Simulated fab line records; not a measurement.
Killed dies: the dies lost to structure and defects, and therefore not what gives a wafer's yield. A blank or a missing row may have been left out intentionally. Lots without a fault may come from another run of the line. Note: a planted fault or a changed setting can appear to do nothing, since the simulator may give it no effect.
8D (eight disciplines) problem report, filled in by code -- flow sfq_line -- the parts of the form that need people (team, actions taken, sign-off) are left out

1. THE PROBLEM
At SFQ_TRILAYER_I4_METRO_MEASURE_101, thk_nm averages 220.5 nm over 6 wafers from 3 lots, while fault-free wafers read 200.2 nm, standard deviation 1.2. Relative to the usual mean, that is a shift of +17 standard deviations.
Seen first at day 59 01:17 on film_metro-02, wafer L118.2. At this step, 45 wafers from 15 lots have a number in the record. The rule behind "out" and "out of limits": a value lying over 4 standard deviations away from the usual mean. All remaining wafers that have a number are taken as sound.

2. WHAT IT IS; WHAT IT IS NOT
question,is,is not
which readings at this step,thk_nm,-
which lots,"L118, L119, L121","L103, L104, L105, L108, L109, L111, L112, L114, L115, L120, L123, L124"
which wafers of those lots,"L118.2, L118.4, L119.1, L119.4, L121.1, L121.4","L118.6, L119.6, L121.6"
read on which tools,"film_metro-01, film_metro-02",film_metro-03
when,from day 59 01:17,"up to then (28 sound wafers); but 11 sound wafers of L119, L120, L121, L123, L124 came after"

3. WHAT RULES OUT EACH SUSPECT
Counting: any tool at a process step up to the reading remains a suspect provided it ran every lot that is out. Sound lots after the first of them don't rule it out here, since some wafers of a struck lot are sound.
- rie_metal-03 at SFQ_TRILAYER_I3_VIA_STRIP_STRIP_089 (strips in O2): kept. Ran every lot that is out, first one L118 (day 53 09:36); last sound lot up to then L115 (day 51 16:55).
- cmp-02 at SFQ_TRILAYER_I4_CMP_CMP_100 (polishes SiO2): kept. Ran every lot that is out, first one L118 (day 58 22:58); last sound lot up to then L112 (day 48 09:44).
After counting, rie_metal-03 at SFQ_TRILAYER_I3_VIA_STRIP_STRIP_089 and cmp-02 at SFQ_TRILAYER_I4_CMP_CMP_100 remain.

4. THE CAUSE (what the simulator had put in)
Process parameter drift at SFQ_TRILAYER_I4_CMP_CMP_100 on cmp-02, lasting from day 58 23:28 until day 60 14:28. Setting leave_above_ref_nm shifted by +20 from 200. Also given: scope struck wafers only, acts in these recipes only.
2 suspects survive the count, and this tool is in that group.

5. THE CHAIN OF EFFECTS, in route order
Each row: a reading where the mean over the struck wafers with a number is more than 3 standard deviations away from the usual. Only readings whose record carries a usual standard deviation are examined. hours: median over the lots of the time between each lot's start at the first step of this table that gives one and its start at this step. sigmas: the change, counted in usual standard deviations.
hours,step,reading,usual,on struck wafers,change,sigmas
0,SFQ_TRILAYER_I4_METRO_MEASURE_101,thk_nm,200.2 nm,220.5,+20.3,+17
4,SFQ_TRILAYER_I4_VIA_ETCH_VIA_ETCH_106,oes_product_au,0.855 a.u.,0.904,+0.049,+9.3
Its process steps:
- SFQ_TRILAYER_I4_METRO_MEASURE_101
- SFQ_TRILAYER_I4_VIA_ETCH_VIA_ETCH_106: etches SiO2 in CHF3, stops on Nb, target depth 260 nm.

6. HOW IT WOULD HAVE BEEN CAUGHT EARLIER
First out-of-limits reading in this record: day 59 01:17, which is 2 hours after fault onset at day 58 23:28.
Tool readings at SFQ_TRILAYER_I4_CMP_CMP_100 with a usual standard deviation given in the record: none out on any struck wafer, hence no alarm at a limit of 4 standard deviations on them.
Lots out: 3; of these, L121 started SFQ_TRILAYER_I4_CMP_CMP_100 on cmp-02 after day 59 01:17. A tool hold placed at that time would have kept it from harm.
